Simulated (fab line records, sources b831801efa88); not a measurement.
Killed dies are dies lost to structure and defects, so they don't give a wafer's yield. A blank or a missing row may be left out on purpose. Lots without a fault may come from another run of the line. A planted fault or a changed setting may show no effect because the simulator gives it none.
One fault seen from 2 desks | flow sky130 | each desk has only its own numbers; what lay behind them comes last

THE METROLOGY DESK
What the gauges read, lot by lot, whatever tool the lot ran on: means of the sampled wafers that have a number. A lot is out of limits, marked OUT, if its mean lies more than 4 standard deviations from the usual mean; the brackets give that distance.
Columns: A = VIA4_W_RS at SKY_VIA4_RS_MEAS_19, usual 0.2262 ohm/sq
lot  | first seen here | A
L573 | day 43 03:54    | 0.2253
L574 | day 43 12:26    | 0.2265
L576 | day 44 03:23    | 0.2268
L577 | day 44 04:57    | 0.2272
L579 | day 44 16:51    | 0.2241
L578 | day 44 17:30    | 0.2238
L580 | day 45 01:49    | 0.2221
L582 | day 45 06:01    | 0.2258
L585 | day 46 09:50    | 0.2259
L584 | day 46 12:12    | 0.2295
L587 | day 46 21:40    | 0.2303
L593 | day 48 05:17    | 0.2263
This desk's finding: nothing out of limits on any of the 12 lots.

THE TOOL OWNER'S DESK: pvd_sputter-03
The tool's own readings at SKY_LOCAL_INTERCONNECT_SPUTTER_00 (material TiN, target thk 100 nm, time 83.3 s): means of the sampled wafers that have a number, for each lot that ran on this tool. A lot is out of limits, marked OUT, if its mean lies more than 4 standard deviations from the usual mean; the brackets give that distance.
Columns: A = susceptor_temp_C at SKY_LOCAL_INTERCONNECT_SPUTTER_00, usual 299.98 C; B = throttle_valve_pct at SKY_LOCAL_INTERCONNECT_SPUTTER_00, usual 30.2 %
lot  | first seen here | A      | B
L574 | day 30 01:14    | 300.01 | 29.5
L577 | day 30 22:41    | 299.88 | 29.0
L579 | day 31 12:09    | 300.10 | 29.6
L580 | day 32 00:14    | 300.09 | 29.1
L582 | day 32 04:20    | 299.84 | 29.5
L585 | day 33 15:05    | 300.02 | 30.0
L584 | day 33 19:08    | 299.88 | 30.1
This desk's finding: nothing out of limits on any of the 7 lots.

PUT TOGETHER
The metrology desk saw nothing out of limits.
The tool owner's desk saw nothing out of limits.

WHAT THE SIMULATOR HAD PUT IN
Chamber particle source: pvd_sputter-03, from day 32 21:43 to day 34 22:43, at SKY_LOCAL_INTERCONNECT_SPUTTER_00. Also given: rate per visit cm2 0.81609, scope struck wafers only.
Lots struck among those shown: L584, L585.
